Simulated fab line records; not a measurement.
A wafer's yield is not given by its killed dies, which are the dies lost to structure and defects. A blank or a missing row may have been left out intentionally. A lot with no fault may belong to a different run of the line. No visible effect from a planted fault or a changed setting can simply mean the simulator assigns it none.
Chamber matching    flow sky130    3 sister chambers for SKY_PASSIVATION_CVD_02 on pecvd-03
The step deposits Si3N4, target thk 540 nm. 6 wafers are shown with their chamber, then 7 later ones without.

## WAFERS WITH THEIR CHAMBER
wafer   chamber  heater_power_w (W)
L689.1  0        738
L695.4  1        722
L698.1  1        738
L698.5  0        721
L699.1  2        657
L699.4  2        680

## WAFERS WHOSE CHAMBER IS MISSING
wafer   heater_power_w (W)
L699.5  715
L700.1  695
L700.2  697
L700.5  703
L709.1  754
L709.2  737
L709.5  690

## EACH ONE'S CHAMBER
wafer   from the rows above           in truth
L699.5  can't be placed: 0 or 1       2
L700.1  can't be placed: 2 or 0 or 1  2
L700.2  can't be placed: 2 or 0 or 1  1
L700.5  can't be placed: 0 or 1 or 2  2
L709.1  can't be placed: 1 or 0       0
L709.2  can't be placed: 1 or 0       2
L709.5  can't be placed: 2 or 0 or 1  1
Correct placement for 0 of the 7. These rows do not allow placing 7 (true chamber among the candidates in 5). 0 placed wrongly.
How it was worked out, from the rows above alone: a wafer's distance from a chamber is the root of the sum, over the readings, of the square of ((its reading less the chamber's mean) divided by the reading's scatter). If the next closest chamber is less than 2 further off than the closest, the wafer can't be placed; otherwise it belongs to the closest. A chamber's mean is the mean of its shown wafers. The scatter: the root of (the sum of the squares of (reading less its chamber's mean) over the shown wafers, divided by (wafers less chambers)).
